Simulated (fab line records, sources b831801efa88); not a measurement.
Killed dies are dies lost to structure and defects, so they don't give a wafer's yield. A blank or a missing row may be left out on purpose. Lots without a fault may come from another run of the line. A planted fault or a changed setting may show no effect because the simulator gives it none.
A struck lot beside a sound one | flow gf180mcu | 18 steps out of a route of 602
Sound: wafers L525.2, L525.3, L525.4. Struck: wafers L533.1, L533.2, L533.4. The cause comes at the end.
At each step with rows: each side's tool, then ch and its chambers, then its first start. Under that, the readings that differ: sound wafers | struck wafers | difference of the means | sigmas: that difference in standard deviations of wafers without a fault.
alike: readings whose means differ by less than 2 such deviations, and words and numbers that are the same on both sides. not compared: withheld readings, readings that some wafer has no value for, bounds like >300 that may hide the same value, and numbers for which the record gives no deviation and whose values overlap.
The two part at a step that has a row with sigmas, a row that says differs or no value, or rows on one side only. Numbers that don't overlap but have no deviation are shown without sigmas and don't part them. A reading that every wafer of one side lacks parts them only if that side has two wafers or more.

first, 7 steps without rows for these wafers: GF_VT_IMPLANT_DEHYDRATE_33 (time 60 s); GF_VT_IMPLANT_HMDS_34 (prime time 60 s); GF_VT_IMPLANT_COAT_35 (resist thk 1000 nm); GF_VT_IMPLANT_SOFTBAKE_36 (time 60 s); GF_VT_IMPLANT_EXPOSE_37 (exposes mask Nwell HV AREA, target cd 860 nm); GF_VT_IMPLANT_PEB_38; GF_VT_IMPLANT_DEVELOP_39 (develop time 60 s).
GF_VT_IMPLANT_OVL_MEAS_40:
  sound on overlay-02, day 10 08:50; struck on overlay-01, day 12 13:04
  alike: VT_IMPLANT_03_OVL
then, 1 step without rows for these wafers: GF_VT_IMPLANT_IMPLANT_41.
GF_VT_IMPLANT_STRIP_42: strips in O2/N2.
  sound on plasma_asher-04 ch 0,1, day 10 09:01; struck on plasma_asher-02 ch 0,1, day 12 13:15
  alike: drypump_motor_current_A, heater_power_w, oes_product_au, strip_time_to_endpoint_s
  not compared: rf_hours_counter_h
GF_VT_IMPLANT_TW_MEAS_43:
  sound on film_metro-01, day 10 09:07; struck on film_metro-03, day 12 13:21
  alike: VT_IMPLANT_4_TW
then, 1 step without rows for these wafers: GF_VT_IMPLANT_CLEAN_44 (cleans in SC1/SC2, time 150 s).
GF_VT_IMPLANT_RTA_45: time 30 s.
  sound on rtp_anneal-02 ch 0, day 10 09:14; struck on rtp_anneal-02, day 12 13:28
  no value came back on the struck wafers for anneal_temp_c_max, chamber_o2_ppm, lamp_power_pct (%), wafer_temp_C_max; on the sound wafers anneal_temp_c_max reads 1055.0 1055.6 1054.1
GF_VT_IMPLANT_RS_MEAS_46: measures by four-point-probe.
  sound on film_metro-04, day 10 09:20; struck on film_metro-01, day 12 13:34
  reading          | sound             | struck            | difference | sigmas
  MVSD_RS (ohm/sq) | 456.4 456.5 456.2 | 132.9 133.2 132.9 | -323.4     | -99 or more
GF_VT_IMPLANT_RS_MEAS_47: measures by four-point-probe.
  sound on film_metro-04, day 10 09:28; struck on film_metro-01, day 12 13:41
  reading           | sound             | struck            | difference | sigmas
  NWELL_RS (ohm/sq) | 486.3 488.2 487.5 | 133.0 133.5 133.0 | -354.2     | -99 or more
GF_VT_IMPLANT_RS_MEAS_48: measures by four-point-probe.
  sound on film_metro-04, day 10 09:35; struck on film_metro-01, day 12 13:49
  reading             | sound          | struck      | difference | sigmas
  LVPWELL_RS (ohm/sq) | 1201 1201 1200 | 133 133 133 | -1068      | -99 or more
GF_VT_IMPLANT_RS_MEAS_49: measures by four-point-probe.
  sound on film_metro-04, day 10 09:42; struck on film_metro-01, day 12 13:56
  reading           | sound          | struck      | difference | sigmas
  MVPSD_RS (ohm/sq) | 1170 1168 1170 | 133 133 133 | -1036      | -99 or more
then, 1 step without rows for these wafers: GF_VT_IMPLANT_WET_ETCH_50 (etches SiO2 in dHF, target depth 20 nm, time 400 s).

WHERE THEY PART
First at GF_VT_IMPLANT_RTA_45; last, within this record, at GF_VT_IMPLANT_RS_MEAS_49.

WHY: what the simulator had put in
Skipped step whole: rtp_anneal-02, from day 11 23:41 on, at GF_VT_IMPLANT_RTA_45. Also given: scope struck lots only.
